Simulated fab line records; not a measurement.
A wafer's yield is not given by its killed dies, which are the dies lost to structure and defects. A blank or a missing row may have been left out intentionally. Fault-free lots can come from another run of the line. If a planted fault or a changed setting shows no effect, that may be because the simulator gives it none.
fab line records	flow sky130	part 1 of 2: steps 1 to 28 of 42
[record] lots = 5	wafers = 15	lastDay = 50
route steps=708 shown CAPM@544 METAL3@555 VIA3@573
lots that met no fault: taken from a fault-free run of the same line
startH: the number of hours between the record's first day and the start of the first shown wafer of the lot	waitH: hours elapsed since this lot's preceding step	" the same as in the row above	L1.1+2: a row that stands for several wafers	- value missing, or start not given	* or withheld: withheld	< > ~ a bound
route shown NAME@n: a module of which the file shows steps, and the number in the route of the first	usual: mean/standard deviation of fault-free wafers	same: alike in all rows	chamber/n: place in a boat	sites: readings site by site	_std_site: standard deviation of those values	_edge_site: the outer-site mean with the inner-site mean subtracted	radiusMm: how far each site lies from the wafer's centre	mask NAME#n: copy n	behind: tool/chamber where the wafer was last shaped	hold: why the lot was held/for how many hours/how that ended	device: whichever transistor did not switch (one of n, p or np)	end of line: at the end of the route, the tests of the same wafers	for a step that has no rows: nothing shown but its recipe	killed: at the first sort, the dies lost to defects and structure; wafer yield is something else	map: the dies of a wafer, with x for killed, . for not killed, _ for no die there
set.NAME: the setting the step ran with; set.NAME@STEP: the setting that earlier step ran with	model.NAME: the simulator's own value behind a step, which no gauge read
certain route steps with their lots: each step a table, each wafer a row
services: the hour from which a tool's chamber was out of use, counted from the record's first day as startH (under 0 if before that day), plus the number of hours and why
[[steps]]
[step SKY_CAPM_COAT_07]
[recipe] resist = NOVOLAK	spinRpm = 3000	resistThkNm = 1140
lot.wafer	tool	chamber	startH	waitH
L078.1+5+6	lithoTrack-02	0	890.17	0.1
L081.1+2+5	lithoTrack-03	0	920.44	0.1
L082.1+2+3	lithoTrack-04	0	921.06	0.1
L087.1+2+5	lithoTrack-02	0	963.53	0.1
L096.2+5+6	lithoTrack-02	0	1036.10	0.1
[step SKY_CAPM_SOFTBAKE_08]
[recipe] tempC = 90	timeS = 60	resist = NOVOLAK
lot.wafer	tool	chamber	startH	waitH
L078.1+5+6	lithoTrack-02	0	890.32	0.1
L081.1+2+5	lithoTrack-03	0	920.59	0.1
L082.1+2+3	lithoTrack-04	0	921.21	0.1
L087.1+2+5	lithoTrack-02	0	963.68	0.1
L096.2+5+6	lithoTrack-02	0	1036.25	0.1
[step SKY_CAPM_EXPOSE_09]
[recipe] maskId = CAPM	na = 0.6	sourceShape = conventional	sigmaOuter = 0.6	polarization = unpolarized	targetCdNm = 1000	doseMj = 159
lot.wafer	tool	chamber	startH	waitH	mask
L078.1+5+6	ilineStepper-02	0	-	-	CAPM#0
L081.1+2+5	ilineStepper-02	0	-	-	CAPM#0
L082.1+2+3	ilineStepper-02	0	-	-	CAPM#0
L087.1+2+5	ilineStepper-01	0	-	-	CAPM#0
L096.2+5+6	ilineStepper-01	0	-	-	CAPM#0
[step SKY_CAPM_PEB_10]
[recipe] tempC = withheld	timeS = *	resist = NOVOLAK
lot.wafer	tool	chamber	startH	waitH
L078.1+5+6	lithoTrack-04	0	-	-
L081.1+2+5	lithoTrack-03	0	-	-
L082.1+2+3	lithoTrack-02	0	-	-
L087.1+2+5	lithoTrack-02	0	-	-
L096.2+5+6	lithoTrack-03	0	-	-
[step SKY_CAPM_DEVELOP_11]
[recipe] resist = NOVOLAK	developer = TMAH	developTimeS = 60	devTempC = 23
lot.wafer	tool	chamber	startH	waitH
L078.1+5+6	lithoTrack-04	0	902.76	0.1
L081.1+2+5	lithoTrack-03	0	931.99	0.1
L082.1+2+3	lithoTrack-02	0	932.82	0.1
L087.1+2+5	lithoTrack-02	0	975.48	0.1
L096.2+5+6	lithoTrack-03	0	1047.72	0.1
[step SKY_CAPM_OVL_MEAS_12]
[usual] CAPM_OVL = -0.4/1.3
lot.wafer	tool	chamber	startH	waitH	CAPM_OVL[nm]
L078.1	overlay-01	-	902.91	0.1	-0.6
L078.5	"	-	"	"	-0.2
L078.6	"	-	"	"	-1.0
L081.1	overlay-02	-	932.14	0.1	-0.9
L081.2	"	-	"	"	0.8
L081.5	"	-	"	"	-1.0
L082.1	overlay-01	-	932.97	0.1	-0.1
L082.2	"	-	"	"	0.6
L082.3	"	-	"	"	1.4
L087.1	overlay-01	-	975.63	0.1	1.7
L087.2	"	-	"	"	3.4
L087.5	"	-	"	"	-0.2
L096.2	overlay-01	-	1047.85	0.1	-0.7
L096.5	"	-	"	"	-0.6
L096.6	"	-	"	"	-2.5
[step SKY_CAPM_METAL_ETCH_13]
[recipe] targetDepthNm = 220	stopOn = SiO2	chemistry = Cl2/BCl3	target = TiN	pressureMtorr = 10	icpW = 900	biasW = 47.32	Cl2_flow_sccm = 60	bcl3FlowSccm = 30	timeS = 62.9
[usual] biasW = 47.32/0.14	drypumpMotorCurrentA = 5.8/0.59	oesProductAu = 0.938/0.0072	throttleValvePct = 21.903/0.0094
lot.wafer	tool	chamber	startH	waitH	biasW	drypumpMotorCurrentA	oesProductAu	rfHoursCounterH	throttleValvePct
L078.1	rieMetal-04	1	902.95	0.0	47.29	5.4	0.937	10	21.887
L078.5	"	1	"	"	47.43	5.5	0.932	-	21.908
L078.6	"	0	"	"	47.30	5.9	0.934	-	21.898
L081.1	rieMetal-04	1	932.18	0.0	47.45	5.5	0.937	11	21.910
L081.2	"	0	"	"	47.47	6.0	0.962	11	21.885
L081.5	"	1	"	"	47.57	5.5	0.941	-	21.898
L082.1	rieMetal-01	0	933.01	0.0	47.40	6.4	0.946	17	21.911
L082.2	"	1	"	"	47.24	6.4	0.944	11	21.885
L082.3	"	0	"	"	47.32	6.4	0.943	-	21.899
L087.1	rieMetal-02	0	975.66	0.0	47.42	5.2	0.934	15	21.916
L087.2	"	1	"	"	47.35	5.0	0.953	12	21.915
L087.5	"	0	"	"	47.42	5.2	0.936	-	21.904
L096.2	rieMetal-01	1	1047.88	0.0	47.23	6.4	0.932	17	21.902
L096.5	"	0	"	"	47.39	6.4	0.941	-	21.916
L096.6	"	1	"	"	47.33	6.4	0.939	-	21.902
[step SKY_CAPM_STRIP_14]
[recipe] chemistry = O2/N2	powerW = 1400	pressureMtorr = 1500	platenTempC = withheld	o2FlowSccm = 3000	n2FlowSccm = 300	overashFraction = 0.5
[usual] drypumpMotorCurrentA = 5.9/0.41	oesProductAu = 0.710/0.0049	stripTimeToEndpointS = 12.67/0.047
lot.wafer	tool	chamber	startH	waitH	drypumpMotorCurrentA	oesProductAu	rfHoursCounterH	stripTimeToEndpointS
L078.1	plasmaAsher-01	1	903.02	0.1	6.0	0.710	43	12.59
L078.5	"	0	"	"	6.5	0.719	-	12.58
L078.6	"	1	"	"	6.0	0.712	-	12.68
L081.1	plasmaAsher-01	0	932.26	0.1	6.5	0.706	46	12.65
L081.2	"	1	"	"	6.0	0.713	46	12.75
L081.5	"	0	"	"	6.5	0.706	-	12.70
L082.1	plasmaAsher-04	1	933.09	0.1	5.5	0.713	84	12.68
L082.2	"	0	"	"	5.8	0.708	84	12.73
L082.3	"	1	"	"	5.5	0.705	-	12.70
L087.1	plasmaAsher-02	1	975.74	0.1	6.1	0.710	26	12.71
L087.2	"	0	"	"	5.2	0.717	26	12.62
L087.5	"	0	"	"	5.2	0.709	-	12.70
L096.2	plasmaAsher-02	0	1047.96	0.1	5.2	0.706	33	12.69
L096.5	"	1	"	"	6.1	0.708	-	12.72
L096.6	"	0	"	"	5.3	0.704	-	12.68
[step SKY_CAPM_STRIP_15]
[recipe] chemistry = postEtchResidueRemover	timeS = 1200	tempC = 72.5
[usual] tempC = 72.50/0.13
lot.wafer	tool	chamber	startH	waitH	tempC
L078.1	wetBench-03	3	903.12	0.1	72.29
L078.5	"	3	"	"	72.55
L078.6	"	3	"	"	72.41
L081.1	wetBench-02	1	932.36	0.1	72.44
L081.2	"	1	"	"	72.48
L081.5	"	1	"	"	72.45
L082.1	wetBench-02	2	933.19	0.1	72.55
L082.2	"	2	"	"	72.59
L082.3	"	2	"	"	72.65
L087.1	wetBench-03	1	975.84	0.1	72.39
L087.2	"	1	"	"	72.48
L087.5	"	1	"	"	72.22
L096.2	wetBench-04	3	1048.06	0.1	72.46
L096.5	"	3	"	"	72.54
L096.6	"	3	"	"	72.53
[step SKY_CAPM_CLEAN_16]
[recipe] chemistry = IPA	timeS = 180	tempC = 25
[usual] tempC = 24.99/0.12
lot.wafer	tool	chamber	startH	waitH	tempC
L078.1	wetBench-03	3	903.46	0.0	25.04
L078.5	"	3	"	"	24.96
L078.6	"	3	"	"	25.04
L081.1	wetBench-02	0	932.70	0.0	24.96
L081.2	"	0	"	"	24.94
L081.5	"	0	"	"	25.08
L082.1	wetBench-04	3	933.53	0.0	25.11
L082.2	"	3	"	"	25.18
L082.3	"	3	"	"	25.21
L087.1	wetBench-02	0	976.18	0.0	24.83
L087.2	"	0	"	"	24.69
L087.5	"	0	"	"	24.96
L096.2	wetBench-03	2	1048.40	0.0	24.96
L096.5	"	2	"	"	24.91
L096.6	"	2	"	"	24.75
[step SKY_CAPM_CLEAN_17]
[recipe] chemistry = O3/DIW	dry = n2Spin
lot.wafer	tool	chamber	startH	waitH
L078.1+5+6	wetBench-03	2	903.52	0.0
L081.1+2+5	wetBench-02	2	932.76	0.0
L082.1+2+3	wetBench-03	2	933.59	0.0
L087.1+2+5	wetBench-03	3	976.24	0.0
L096.2+5+6	wetBench-04	1	1048.46	0.0
[step SKY_METAL3_DEHYDRATE_05]
[recipe] tempC = 200	timeS = 60
lot.wafer	tool	chamber	startH	waitH
L078.1+5+6	lithoTrack-02	0	914.87	11.3
L081.1+2+5	lithoTrack-02	0	944.72	11.9
L082.1+2+3	lithoTrack-03	0	945.44	11.7
L087.1+2+5	lithoTrack-03	0	986.49	10.2
L096.2+5+6	lithoTrack-03	0	1058.17	9.6
[step SKY_METAL3_HMDS_06]
[recipe] primeTimeS = 60	primeTempC = 120
[usual] primeTempC = 119.97/0.12
lot.wafer	tool	chamber	startH	waitH	primeTempC
L078.1	lithoTrack-02	0	915.02	0.1	120.16
L078.5	"	0	"	"	119.94
L078.6	"	0	"	"	119.77
L081.1	lithoTrack-02	0	944.87	0.1	120.03
L081.2	"	0	"	"	120.02
L081.5	"	0	"	"	119.97
L082.1	lithoTrack-03	0	945.59	0.1	120.11
L082.2	"	0	"	"	119.88
L082.3	"	0	"	"	120.04
L087.1	lithoTrack-03	0	986.64	0.1	119.90
L087.2	"	0	"	"	120.03
L087.5	"	0	"	"	120.11
L096.2	lithoTrack-03	0	1058.32	0.1	120.00
L096.5	"	0	"	"	120.10
L096.6	"	0	"	"	120.10
[step SKY_METAL3_COAT_07]
[recipe] resist = BARC	tempC = withheld	timeS = withheld	spinRpm = 3000	resistThkNm = 60
lot.wafer	tool	chamber	startH	waitH
L078.1+5+6	lithoTrack-02	0	915.17	0.1
L081.1+2+5	lithoTrack-02	0	945.02	0.1
L082.1+2+3	lithoTrack-03	0	945.74	0.1
L087.1+2+5	lithoTrack-03	0	986.79	0.1
L096.2+5+6	lithoTrack-03	0	1058.47	0.1
[step SKY_METAL3_COAT_08]
[recipe] resist = KrF-thick	spinRpm = 3000	resistThkNm = 1140
lot.wafer	tool	chamber	startH	waitH
L078.1+5+6	lithoTrack-02	0	-	-
L081.1+2+5	lithoTrack-02	0	-	-
L082.1+2+3	lithoTrack-03	0	-	-
L087.1+2+5	lithoTrack-03	0	-	-
L096.2+5+6	lithoTrack-03	0	-	-
[step SKY_METAL3_SOFTBAKE_09]
[recipe] tempC = 100	timeS = 90	resist = KrF-thick
lot.wafer	tool	chamber	startH	waitH
L078.1+5+6	lithoTrack-02	0	-	-
L081.1+2+5	lithoTrack-02	0	-	-
L082.1+2+3	lithoTrack-03	0	-	-
L087.1+2+5	lithoTrack-03	0	-	-
L096.2+5+6	lithoTrack-03	0	-	-
[step SKY_METAL3_EXPOSE_10]
[recipe] maskId = MM3	na = 0.68	sourceShape = annular	sigmaInner = 0.4	sigmaOuter = 0.8	targetCdNm = 300	doseMj = 28
lot.wafer	tool	chamber	startH	waitH	mask
L078.1+5+6	krfScanner-01	0	-	-	MM3#0
L081.1+2+5	krfScanner-02	0	-	-	MM3#0
L082.1+2+3	krfScanner-02	0	-	-	MM3#0
L087.1+2+5	krfScanner-01	0	-	-	MM3#0
L096.2+5+6	krfScanner-02	0	-	-	MM3#0
[step SKY_METAL3_PEB_11]
[recipe] pebTempC = withheld	pebTimeS = withheld	resist = KrF-thick
lot.wafer	tool	chamber	startH	waitH
L078.1+5+6	lithoTrack-02	0	-	-
L081.1+2+5	lithoTrack-02	0	-	-
L082.1+2+3	lithoTrack-01	0	-	-
L087.1+2+5	lithoTrack-01	0	-	-
L096.2+5+6	lithoTrack-03	0	-	-
[step SKY_METAL3_DEVELOP_12]
[recipe] developTimeS = 60	resist = KrF-thick	devTempC = 21
lot.wafer	tool	chamber	startH	waitH
L078.1+5+6	lithoTrack-02	0	-	-
L081.1+2+5	lithoTrack-02	0	-	-
L082.1+2+3	lithoTrack-01	0	-	-
L087.1+2+5	lithoTrack-01	0	-	-
L096.2+5+6	lithoTrack-03	0	-	-
[step SKY_METAL3_CD_MEAS_13]
[recipe] targetCdNm = 300
[usual] cdNm = 300.1/1.3
lot.wafer	tool	chamber	startH	waitH	cdNm
L078.1	cdSem-01	-	928.22	-	299.0
L078.5	"	-	"	"	298.6
L078.6	"	-	"	"	298.3
L081.1	cdSem-02	-	957.53	-	297.3
L081.2	"	-	"	"	298.7
L081.5	"	-	"	"	298.2
L082.1	cdSem-01	-	958.07	-	300.3
L082.2	"	-	"	"	299.9
L082.3	"	-	"	"	298.5
L087.1	cdSem-02	-	999.37	-	301.2
L087.2	"	-	"	"	300.4
L087.5	"	-	"	"	301.1
L096.2	cdSem-02	-	1069.81	-	299.8
L096.5	"	-	"	"	303.0
L096.6	"	-	"	"	300.4
[step SKY_METAL3_OVL_MEAS_14]
[usual] METAL3_OVL = 2/4.7
lot.wafer	tool	chamber	startH	waitH	METAL3_OVL[nm]
L078.1	overlay-01	-	928.34	0.1	3
L078.5	"	-	"	"	4
L078.6	"	-	"	"	11
L081.1	overlay-01	-	957.65	0.1	2
L081.2	"	-	"	"	-2
L081.5	"	-	"	"	11
L082.1	overlay-02	-	958.19	0.1	-2
L082.2	"	-	"	"	0
L082.3	"	-	"	"	8
L087.1	overlay-01	-	999.49	0.1	0
L087.2	"	-	"	"	-10
L087.5	"	-	"	"	4
L096.2	overlay-01	-	1069.92	0.1	3
L096.5	"	-	"	"	-4
L096.6	"	-	"	"	-8
[step SKY_METAL3_DESCUM_15]
[recipe] chemistry = O2	sourcePowerW = 150	biasPowerW = 0	pressureMtorr = 10	tempC = 40	timeS = 8
[usual] drypumpMotorCurrentA = 6.0/0.34	oesProductAu = 0.998/0.0089	tempC = 39.99/0.12
lot.wafer	tool	chamber	startH	waitH	drypumpMotorCurrentA	oesProductAu	rfHoursCounterH	tempC
L078.1	rieMetal-04	0	928.38	0.0	5.9	0.982	11	40.12
L078.5	"	1	"	"	5.5	1.010	-	40.10
L078.6	"	0	"	"	6.0	0.989	-	40.03
L081.1	rieMetal-01	1	957.68	0.0	6.4	0.997	12	39.87
L081.2	"	0	"	"	6.4	0.990	18	40.12
L081.5	"	1	"	"	6.4	0.996	-	39.98
L082.1	rieMetal-03	1	958.23	0.0	5.9	1.005	10	40.03
L082.2	"	0	"	"	6.2	0.997	8	40.05
L082.3	"	1	"	"	5.9	0.997	-	40.04
L087.1	rieMetal-04	1	999.53	0.0	5.4	1.007	14	39.90
L087.2	"	0	"	"	5.9	0.995	15	39.87
L087.5	"	1	"	"	5.5	1.012	-	40.06
L096.2	rieMetal-04	0	1069.95	0.0	5.9	0.984	19	40.08
L096.5	"	1	"	"	5.5	1.004	-	39.88
L096.6	"	0	"	"	5.9	0.989	-	40.17
[step SKY_METAL3_ETCH_16]
[recipe] chemistry = N2/H2	target = BARC	ionEnergyEv = 200	biasW = 100	pressureMtorr = 30	n2FlowSccm = 100	h2FlowSccm = 200	icpW = 500	stopOn = SiO2	timeS = 88.2	targetDepthA = 600
[usual] biasW = 100.0/0.3	drypumpMotorCurrentA = 6.0/0.34	oesProductAu = 0.626/0.0046	throttleValvePct = 13.203/0.0097
lot.wafer	tool	chamber	startH	waitH	biasW	drypumpMotorCurrentA	oesProductAu	rfHoursCounterH	throttleValvePct
L078.1	rieMetal-04	0	928.41	0.0	99.9	6.0	0.627	11	13.191
L078.5	"	1	"	"	100.2	5.5	0.620	-	13.204
L078.6	"	0	"	"	100.0	6.0	0.624	-	13.209
L081.1	rieMetal-01	1	957.71	0.0	100.2	6.4	0.628	12	13.198
L081.2	"	0	"	"	100.3	6.4	0.626	19	13.213
L081.5	"	1	"	"	100.3	6.4	0.625	-	13.211
L082.1	rieMetal-03	1	958.26	0.0	100.4	5.9	0.628	10	13.218
L082.2	"	0	"	"	99.8	6.2	0.626	8	13.208
L082.3	"	1	"	"	100.5	5.9	0.626	-	13.199
L087.1	rieMetal-04	1	999.56	0.0	99.2	5.5	0.629	14	13.215
L087.2	"	0	"	"	100.0	6.0	0.627	15	13.211
L087.5	"	1	"	"	100.3	5.5	0.629	-	13.202
L096.2	rieMetal-04	0	1069.98	0.0	100.0	5.9	0.631	19	13.204
L096.5	"	1	"	"	99.8	5.4	0.631	-	13.210
L096.6	"	0	"	"	99.7	5.9	0.623	-	13.204
[step SKY_METAL3_ETCH_17]
[recipe] target = SiO2	stopOn = TiN	chemistry = C4F8/O2/Ar	sourceW = 1500	biasW = 1200	pressureMtorr = 40	c4f8FlowSccm = withheld	O2_flow_sccm = 6	Ar_flow_sccm = 300	timeS = 3.9	targetDepthA = 150
[usual] biasW = 1200/3.8	oesProductAu = 0.754/0.0069
lot.wafer	tool	chamber	startH	waitH	biasW	oesProductAu	rfHoursCounterH
L078.1	rieDiel-02	2	928.51	0.1	1204	0.754	6
L078.5	"	3	"	"	1199	0.763	-
L078.6	"	2	"	"	1197	0.769	-
L081.1	rieDiel-04	0	957.81	0.1	1202	0.766	13
L081.2	"	3	"	"	1202	0.748	8
L081.5	"	0	"	"	1196	0.753	-
L082.1	rieDiel-02	3	958.36	0.1	1202	0.745	20
L082.2	"	1	"	"	1204	0.747	16
L082.3	"	0	"	"	1203	0.742	19
L087.1	rieDiel-04	3	999.66	0.1	1198	0.752	10
L087.2	"	2	"	"	1198	0.749	22
L087.5	"	1	"	"	1200	0.761	-
L096.2	rieDiel-02	0	1070.08	0.1	1194	0.746	23
L096.5	"	1	"	"	1200	0.757	-
L096.6	"	0	"	"	1199	0.758	-
[step SKY_METAL3_METAL_ETCH_18]
[recipe] targetDepthA = 8450	stopOn = SiO2	overEtchFrac = 0.3	timeS = 183.1	chemistry = Cl2/BCl3	resistSidewallDeg = 88	pressureMtorr = 10	icpW = 900	biasW = 48.5	Cl2_flow_sccm = 60	bcl3FlowSccm = 30
[usual] biasW = 48.50/0.16	drypumpMotorCurrentA = 6.1/0.31	oesProductAu = 0.864/0.0064	throttleValvePct = 22.265/0.0084
lot.wafer	tool	chamber	startH	waitH	biasW	drypumpMotorCurrentA	oesProductAu	rfHoursCounterH	throttleValvePct
L078.1	rieMetal-03	1	928.53	0.0	48.46	5.9	0.848	9	22.256
L078.5	"	0	"	"	48.43	6.2	0.869	-	22.254
L078.6	"	1	"	"	48.54	5.9	0.848	-	22.257
L081.1	rieMetal-04	1	957.83	0.0	48.71	5.5	0.862	12	22.260
L081.2	"	0	"	"	48.66	5.9	0.857	13	22.271
L081.5	"	1	"	"	48.83	5.4	0.867	-	22.261
L082.1	rieMetal-01	0	958.38	0.0	48.80	6.4	0.861	19	22.263
L082.2	"	1	"	"	48.41	6.5	0.865	12	22.267
L082.3	"	1	"	"	48.59	6.4	0.856	-	22.263
L087.1	rieMetal-01	0	999.68	0.0	48.56	6.4	0.867	21	22.252
L087.2	"	1	"	"	48.53	6.4	0.868	14	22.248
L087.5	"	1	"	"	48.46	6.4	0.864	-	22.255
L096.2	rieMetal-01	0	1070.10	0.0	48.37	6.4	0.867	26	22.259
L096.5	"	1	"	"	48.57	6.4	0.864	-	22.274
L096.6	"	0	"	"	48.29	6.4	0.865	-	22.256
[step SKY_METAL3_STRIP_19]
[recipe] chemistry = O2/N2	powerW = 1400	pressureMtorr = 1500	platenTempC = withheld	o2FlowSccm = 3000	n2FlowSccm = 300	overashFraction = 0.5
[usual] drypumpMotorCurrentA = 5.9/0.32	oesProductAu = 0.504/0.0047	stripTimeToEndpointS = 6.56/0.067
lot.wafer	tool	chamber	startH	waitH	drypumpMotorCurrentA	oesProductAu	rfHoursCounterH	stripTimeToEndpointS
L078.1	plasmaAsher-03	1	928.71	0.1	5.7	0.505	103	6.61
L078.5	"	1	"	"	5.7	0.509	-	6.62
L078.6	"	0	"	"	5.7	0.501	-	6.65
L081.1	plasmaAsher-03	1	958.01	0.1	5.6	0.506	107	6.59
L081.2	"	0	"	"	5.7	0.510	107	6.67
L081.5	"	1	"	"	5.6	0.506	-	6.56
L082.1	plasmaAsher-03	1	958.55	0.1	5.7	0.502	107	6.49
L082.2	"	0	"	"	5.7	0.504	107	6.48
L082.3	"	1	"	"	5.6	0.505	-	6.52
L087.1	plasmaAsher-04	1	999.85	0.1	5.5	0.500	88	6.56
L087.2	"	0	"	"	5.8	0.497	88	6.64
L087.5	"	0	"	"	5.8	0.499	-	6.52
L096.2	plasmaAsher-01	1	1070.28	0.1	6.0	0.501	61	6.55
L096.5	"	0	"	"	6.5	0.509	-	6.62
L096.6	"	1	"	"	6.0	0.506	-	6.57
[step SKY_METAL3_STRIP_20]
[recipe] chemistry = postEtchResidueRemover	timeS = 1200	tempC = 72.5
[usual] tempC = 72.52/0.13
lot.wafer	tool	chamber	startH	waitH	tempC
L078.1	wetBench-04	1	928.81	0.1	72.52
L078.5	"	1	"	"	72.43
L078.6	"	1	"	"	72.61
L081.1	wetBench-01	2	958.11	0.1	72.59
L081.2	"	2	"	"	72.62
L081.5	"	2	"	"	72.61
L082.1	wetBench-04	2	958.65	0.1	72.35
L082.2	"	2	"	"	72.57
L082.3	"	2	"	"	72.37
L087.1	wetBench-01	0	999.95	0.1	72.54
L087.2	"	0	"	"	72.72
L087.5	"	0	"	"	72.50
L096.2	wetBench-04	3	1070.38	0.1	72.65
L096.5	"	3	"	"	72.62
L096.6	"	3	"	"	72.62
[step SKY_METAL3_CLEAN_21]
[recipe] chemistry = IPA	timeS = 180	tempC = 25
[usual] tempC = 24.99/0.11
lot.wafer	tool	chamber	startH	waitH	tempC
L078.1	wetBench-01	2	929.18	0.0	25.03
L078.5	"	2	"	"	24.98
L078.6	"	2	"	"	25.01
L081.1	wetBench-04	2	958.45	0.0	25.03
L081.2	"	2	"	"	25.03
L081.5	"	2	"	"	24.95
L082.1	wetBench-03	3	958.99	0.0	25.10
L082.2	"	3	"	"	24.94
L082.3	"	3	"	"	25.04
L087.1	wetBench-01	1	1000.29	0.0	25.06
L087.2	"	1	"	"	24.68
L087.5	"	1	"	"	25.00
L096.2	wetBench-04	0	1070.72	0.0	24.96
L096.5	"	0	"	"	25.03
L096.6	"	0	"	"	24.85
